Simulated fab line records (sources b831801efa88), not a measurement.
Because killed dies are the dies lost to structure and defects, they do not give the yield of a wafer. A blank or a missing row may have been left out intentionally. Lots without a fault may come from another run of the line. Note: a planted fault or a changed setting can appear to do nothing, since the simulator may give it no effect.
Which tool was responsible? | flow sky130 | Sampling: 15 lots, 45 wafers, 6 of 708 route steps

WHAT THE GAUGES READ, wafer by wafer
SKY_SONOS_ONO_CD_MEAS_13: target cd 410 nm.
lot  | measured     | on        | cd nm (nm)
L382 | day 13 11:25 | cd sem-01 | 412.5 413.3 412.4
L384 | day 13 15:35 | cd sem-01 | 409.7 410.7 410.5
L383 | day 13 16:52 | cd sem-01 | 406.7 408.6 409.2
L385 | day 14 04:09 | cd sem-01 | 412.2 414.0 412.1
L386 | day 14 11:01 | cd sem-02 | 412.5 413.6 413.3
L392 | day 16 09:37 | cd sem-01 | 412.3 413.5 413.7
L393 | day 16 19:04 | cd sem-01 | 412.8 412.6 413.5
L395 | day 18 04:15 | cd sem-02 | 407.8 406.4 407.3
L397 | day 18 17:30 | cd sem-02 | 409.8 409.4 409.4
L399 | day 19 05:32 | cd sem-01 | 411.4 409.9 411.8
L398 | day 19 08:50 | cd sem-01 | 410.3 413.5 412.7
L400 | day 19 17:35 | cd sem-02 | 409.5 410.2 408.0
L401 | day 19 22:25 | cd sem-01 | 411.2 410.7 410.4
L402 | day 20 17:08 | cd sem-02 | 410.0 410.0 411.1
L403 | day 20 17:44 | cd sem-02 | 409.7 410.6 410.8

SKY_LDD_N_OVL_MEAS_07.
lot  | measured     | on         | LDD_N_OVL (nm)
L382 | day 18 15:43 | overlay-01 | 1.1 0.2 -0.6
L384 | day 19 11:21 | overlay-02 | 1.3 2.3 0.7
L383 | day 19 11:55 | overlay-01 | -1.3 -2.1 -0.7
L385 | day 19 12:14 | overlay-01 | -1.5 -3.2 -3.8
L386 | day 19 18:51 | overlay-02 | -1.2 -1.4 -1.7
L392 | day 21 18:36 | overlay-02 | -2.7 -1.7 -0.4
L393 | day 22 07:19 | overlay-01 | -1.3 -1.9 -0.6
L395 | day 23 17:44 | overlay-02 | 1.0 1.2 1.4
L397 | day 24 07:20 | overlay-01 | -0.1 0.4 -0.3
L399 | day 24 16:30 | overlay-02 | -0.1 0.3 -0.5
L398 | day 24 21:06 | overlay-02 | -0.2 0.4 -0.1
L400 | day 25 02:39 | overlay-01 | -1.3 0.4 -0.8
L401 | day 25 07:52 | overlay-01 | -1.0 -0.9 -2.1
L402 | day 26 00:43 | overlay-01 | -1.4 -0.9 -0.4
L403 | day 26 02:43 | overlay-01 | -0.9 0.0 -1.6

SKY_LDD_N_TW_MEAS_17.
lot  | measured     | on            | LDD_N_TW
L382 | day 18 17:03 | film metro-02 | 2577 2594 2573
L384 | day 19 12:41 | film metro-01 | 2556 2548 2558
L383 | day 19 13:15 | film metro-02 | 2576 2584 2595
L385 | day 19 13:53 | film metro-01 | 2560 2551 2554
L386 | day 19 20:11 | film metro-02 | 2570 2579 2580
L392 | day 21 19:56 | film metro-02 | 2443 2441 2453
L393 | day 22 08:39 | film metro-03 | 2466 2454 2463
L395 | day 23 19:05 | film metro-02 | 2446 2432 2437
L397 | day 24 08:41 | film metro-02 | 2589 2586 2608
L399 | day 24 17:50 | film metro-02 | 2580 2591 2586
L398 | day 24 22:26 | film metro-01 | 2526 2531 2523
L400 | day 25 03:59 | film metro-03 | 2610 2618 2605
L401 | day 25 09:12 | film metro-03 | 2615 2606 2610
L402 | day 26 02:04 | film metro-02 | 2561 2569 2583
L403 | day 26 04:02 | film metro-01 | 2532 2533 2530

TOOL THAT RAN EACH LOT (tool first, then ch and the chambers of the sampled wafers, then the start)
lot  | SKY_GATE_OXIDE_STRIP_13              | SKY_LDD_N_IMPLANT_11            | SKY_LDD_N_STRIP_16
L382 | plasma asher-03 ch 0,1, day 14 16:04 | implanter-02 ch 0, day 18 16:13 | plasma asher-03 ch 0,1, day 18 16:56
L384 | plasma asher-02 ch 0,1, day 14 19:41 | implanter-01 ch 0, day 19 11:51 | plasma asher-01 ch 0, day 19 12:35
L383 | plasma asher-02 ch 0,1, day 14 21:11 | implanter-02 ch 0, day 19 12:25 | plasma asher-04 ch 0,1, day 19 13:08
L385 | plasma asher-01 ch 0,1, day 15 09:08 | implanter-01 ch 0, day 19 13:02 | plasma asher-01 ch 0,1, day 19 13:47
L386 | plasma asher-01 ch 0,1, day 15 15:32 | implanter-01 ch 0, day 19 19:21 | plasma asher-01 ch 0,1, day 19 20:05
L392 | plasma asher-02 ch 1, day 17 17:05   | implanter-02, day 21 19:06      | plasma asher-04 ch 0,1, day 21 19:50
L393 | plasma asher-02 ch 0,1, day 18 02:44 | implanter-02, day 22 07:49      | plasma asher-04 ch 1, day 22 08:32
L395 | plasma asher-01 ch 0,1, day 19 15:02 | implanter-02, day 23 18:14      | plasma asher-04 ch 0,1, day 23 18:59
L397 | plasma asher-03 ch 0,1, day 20 08:30 | implanter-04 ch 0, day 24 07:50 | plasma asher-03 ch 0,1, day 24 08:35
L399 | plasma asher-01 ch 0,1, day 20 15:35 | implanter-01 ch 0, day 24 16:59 | plasma asher-01 ch 0,1, day 24 17:44
L398 | plasma asher-03 ch 0,1, day 20 18:44 | implanter-02 ch 0, day 24 21:35 | plasma asher-03 ch 0,1, day 24 22:20
L400 | plasma asher-02 ch 0,1, day 21 02:17 | implanter-01 ch 0, day 25 03:08 | plasma asher-04 ch 0,1, day 25 03:53
L401 | plasma asher-01 ch 1, day 21 07:57   | implanter-01 ch 0, day 25 08:22 | plasma asher-01 ch 0,1, day 25 09:05
L402 | plasma asher-02 ch 0,1, day 22 00:55 | implanter-04 ch 0, day 26 01:14 | plasma asher-01 ch 0,1, day 26 01:59
L403 | plasma asher-03 ch 0,1, day 22 03:02 | implanter-04 ch 0, day 26 03:11 | plasma asher-04 ch 0,1, day 26 03:56
- SKY_GATE_OXIDE_STRIP_13: strips in O2/N2.
- SKY_LDD_N_IMPLANT_11
- SKY_LDD_N_STRIP_16: strips in O2/N2.

AS READ BY THE TOOLS THEMSELVES (means over the sampled wafers that have a number; for cases with no such wafer, the mark the record gives instead)
SKY_GATE_OXIDE_STRIP_13.
lot  | tool            | drypump motor current A (A) | oes product au (a.u.) | strip time to endpoint s (s)
L382 | plasma asher-03 | 5.6                         | 0.711                 | 14.16
L384 | plasma asher-02 | 5.8                         | 0.721                 | 14.16
L383 | plasma asher-02 | 5.8                         | 0.710                 | 14.20
L385 | plasma asher-01 | 5.5                         | 0.712                 | 14.15
L386 | plasma asher-01 | 5.5                         | 0.715                 | 14.12
L392 | plasma asher-02 | 5.4                         | 0.715                 | 14.12
L393 | plasma asher-02 | 5.8                         | 0.714                 | 14.17
L395 | plasma asher-01 | 5.2                         | 0.721                 | 14.13
L397 | plasma asher-03 | 5.3                         | 0.722                 | 14.22
L399 | plasma asher-01 | 5.2                         | 0.717                 | 14.23
L398 | plasma asher-03 | 5.7                         | 0.716                 | 14.18
L400 | plasma asher-02 | 5.8                         | 0.712                 | 14.15
L401 | plasma asher-01 | 5.8                         | 0.716                 | 14.20
L402 | plasma asher-02 | 5.8                         | 0.715                 | 14.14
L403 | plasma asher-03 | 5.3                         | 0.715                 | 14.16

SKY_LDD_N_IMPLANT_11.
lot  | tool         | beam energy keV | beam on s (s)
L382 | implanter-02 | 20.005          | 9.73
L384 | implanter-01 | 19.999          | 10.12
L383 | implanter-02 | 19.996          | 9.97
L385 | implanter-01 | 20.004          | 10.03
L386 | implanter-01 | 20.001          | 10.15
L392 | implanter-02 | -               | -
L393 | implanter-02 | -               | -
L395 | implanter-02 | -               | -
L397 | implanter-04 | 20.006          | 10.10
L399 | implanter-01 | 20.002          | 10.17
L398 | implanter-02 | 20.006          | 9.99
L400 | implanter-01 | 19.998          | 9.88
L401 | implanter-01 | 19.998          | 9.99
L402 | implanter-04 | 19.993          | 9.99
L403 | implanter-04 | 19.993          | 10.04

SKY_LDD_N_STRIP_16.
lot  | tool            | drypump motor current A (A) | oes product au (a.u.) | strip time to endpoint s (s)
L382 | plasma asher-03 | 5.7                         | 0.404                 | 4.310
L384 | plasma asher-01 | 4.9                         | 0.406                 | 4.312
L383 | plasma asher-04 | 5.5                         | 0.404                 | 4.316
L385 | plasma asher-01 | 5.2                         | 0.403                 | 4.310
L386 | plasma asher-01 | 5.5                         | 0.409                 | 4.293
L392 | plasma asher-04 | 5.3                         | 0.406                 | 4.142
L393 | plasma asher-04 | 5.1                         | 0.406                 | 4.120
L395 | plasma asher-04 | 5.3                         | 0.409                 | 4.139
L397 | plasma asher-03 | 5.6                         | 0.404                 | 4.303
L399 | plasma asher-01 | 5.5                         | 0.408                 | 4.321
L398 | plasma asher-03 | 5.3                         | 0.409                 | 4.316
L400 | plasma asher-04 | 5.3                         | 0.408                 | 4.328
L401 | plasma asher-01 | 5.5                         | 0.404                 | 4.322
L402 | plasma asher-01 | 5.5                         | 0.409                 | 4.318
L403 | plasma asher-04 | 5.2                         | 0.406                 | 4.316

THE ANSWER, worked out from the rows above alone
Rule: the usual values come from the lots themselves. The widest of any qualifying gaps counts: lots, ordered by their means at a reading, are off when they make up no more than a third of the lots, leave a main group of 4 or more, and stand apart from it by 3 or more times the standard deviation of that group's means. A main group whose means are all the same, to the digits that the tables above print for the reading, isn't used. Also off: a lot with no number at a reading for which 4 or more lots have one. All remaining lots with rows at the step are treated as sound. First the gauges in route order, then the tools' own readings, where a lot's mean is used as printed above. The first step at which some lot is off is used, and at that step the reading that is off furthest; a lot without a number counts as furthest.
Off: L392, L393, L395, at SKY_LDD_N_IMPLANT_11 (beam energy keV). Without a number there: L392, L393, L395. For the main group the mean is 20.000 and the standard deviation 0.0045.
If a tool, at that step or one of the process steps before it, ran each lot that is off and ran no sound lot following the first of them, it fits. None of those tried fits.

WHAT HAD BEEN PUT IN BY THE SIMULATOR
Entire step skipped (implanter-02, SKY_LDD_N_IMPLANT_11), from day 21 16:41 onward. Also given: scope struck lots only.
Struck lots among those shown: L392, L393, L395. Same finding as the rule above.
